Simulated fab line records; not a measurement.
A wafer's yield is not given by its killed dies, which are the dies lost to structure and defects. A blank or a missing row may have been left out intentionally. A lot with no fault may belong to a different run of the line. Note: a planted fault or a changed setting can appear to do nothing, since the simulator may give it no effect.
Chamber matching -- flow gf180mcu -- GF_V2_ETCH_16 on rie_diel-03: 4 sister chambers
The step etches BARC in N2/H2. 14 wafers are shown with their chamber, then 7 later ones without.

## EACH WAFER AND ITS CHAMBER
wafer,chamber,drypump_motor_current_A (A),throttle_valve_pct (%),oes_product_au (a.u.)
L079.1,0,5.75,13.220,0.863
L079.3,2,6.27,13.226,0.854
L079.5,1,5.79,13.222,0.861
L083.1,2,6.29,13.213,0.853
L083.4,0,5.74,13.199,0.854
L083.6,1,5.78,13.232,0.843
L084.2,0,5.75,13.235,0.851
L084.3,3,5.55,13.204,0.860
L084.4,2,6.32,13.236,0.852
L086.1,0,5.74,13.222,0.848
L086.4,3,5.57,13.216,0.853
L086.5,3,5.57,13.231,0.850
L087.1,0,5.75,13.224,0.851
L087.2,1,5.79,13.213,0.854

SIGNATURES, as means of the wafers listed above
reading,chamber 0,chamber 1,chamber 2,chamber 3,scatter within a chamber
drypump_motor_current_A,5.7460,5.7867,6.2933,5.5633,0.0131
throttle_valve_pct,13.22000,13.22233,13.22500,13.21700,0.0122
oes_product_au,0.85340,0.85267,0.85300,0.85433,0.00594
Rule: a wafer's distance from a chamber is the root of the sum, over the readings, of the square of ((its reading less the chamber's mean) divided by the reading's scatter). If the next closest chamber is less than 2 further off than the closest, the wafer can't be placed; otherwise it belongs to the closest. How the scatter is found: for the shown wafers, subtract from each reading the mean of its chamber, square and add these, divide the total by (wafers less chambers), then take the root.

## WAFERS WHOSE CHAMBER IS MISSING
wafer,drypump_motor_current_A (A),throttle_valve_pct (%),oes_product_au (a.u.)
L087.6,6.30,13.237,0.857
L096.1,6.25,13.238,0.850
L096.3,5.57,13.221,0.852
L096.6,5.77,13.228,0.854
L095.4,6.25,13.231,0.854
L095.5,5.78,13.210,0.853
L095.6,6.30,13.240,0.847

## WHICH CHAMBER EACH ONE RAN IN
wafer,from the rows above,in truth
L087.6,2,2
L096.1,2,2
L096.3,3,3
L096.6,can't be placed: 1 or 0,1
L095.4,2,2
L095.5,can't be placed: 1 or 0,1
L095.6,2,2
Correct placement for 5 of the 7. From these rows, 2 cannot be placed; in 2 the true chamber is one of the candidates. Placed wrongly: 0.
